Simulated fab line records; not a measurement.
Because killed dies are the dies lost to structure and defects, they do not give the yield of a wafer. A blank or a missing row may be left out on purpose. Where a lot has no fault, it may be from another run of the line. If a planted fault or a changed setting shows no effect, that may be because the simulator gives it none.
The tool behind it: which one?	flow sky130	18 wafers from 6 lots sampled at 4 of the route's 708 steps

WHAT THE GAUGES READ, wafer by wafer
SKY_VT_ADJUST_NCORE_OVL_MEAS_08.
lot	measured	on	VT_ADJUST_NCORE_OVL (nm)
L500	day 9 22:23	overlay-01	-0.7 2.6 1.2
L504	day 11 01:31	overlay-02	-0.1 -1.7 0.4
L506	day 11 13:09	overlay-02	-1.0 -0.6 -1.3
L510	day 12 20:21	overlay-02	-2.3 -1.9 -1.4
L512	day 13 07:50	overlay-01	0.5 -0.4 1.4
L519	day 15 15:07	overlay-01	0.8 0.5 -0.7

WHICH TOOL RAN EACH LOT (tool, then ch and the chambers of the sampled wafers, then the start)
lot	SKY_FIELD_ISO_ETCH_17	SKY_PWDE_IMPLANT_08	SKY_VT_ADJUST_LVTN_STRIP_20
L500	rie si-02 ch 0,1,3, day 3 04:52	implanter-03 ch 0, day 4 23:03	plasma asher-01 ch 0,1, day 9 01:11
L504	rie si-02 ch 0,2,3, day 4 00:38	implanter-01 ch 0, day 5 19:34	plasma asher-01 ch 0,1, day 10 03:08
L506	rie si-02 ch 1,2,3, day 4 11:26	implanter-04 ch 0, day 6 05:48	plasma asher-01 ch 0,1, day 10 13:50
L510	rie si-02 ch 2,3, day 5 04:48	implanter-03 ch 0, day 7 07:40	plasma asher-01 ch 0,1, day 11 20:55
L512	rie si-01 ch 2,3, day 5 16:56	implanter-03 ch 0, day 7 16:47	plasma asher-01 ch 0,1, day 12 07:13
L519	rie si-01 ch 1,2,3, day 7 07:48	implanter-01 ch 0, day 9 13:00	plasma asher-02 ch 0,1, day 14 12:50
- SKY_FIELD_ISO_ETCH_17: etches Si in HBr/Cl2/O2, target depth 342 nm, time 101.3 s.
- SKY_PWDE_IMPLANT_08
- SKY_VT_ADJUST_LVTN_STRIP_20: strips in O2/N2.

THE ANSWER, worked out from the rows above alone
Rule: what is usual is taken from the lots themselves. Put in order of their means at a reading, lots are off if they are a third of the lots or fewer, leave a main group of 4 or more, and stand apart from it by a gap of 3 or more times the standard deviation of the main group's means; of several such gaps the widest counts. Not used: any main group whose means are identical at the precision the tables above print for the reading. Also off: a lot with no number at a reading for which 4 or more lots have one. Where the step has rows for the other lots, those lots are counted as sound.
No lot is off on any of the readings shown, so nothing can be concluded from this.

WHAT THE SIMULATOR PUT IN
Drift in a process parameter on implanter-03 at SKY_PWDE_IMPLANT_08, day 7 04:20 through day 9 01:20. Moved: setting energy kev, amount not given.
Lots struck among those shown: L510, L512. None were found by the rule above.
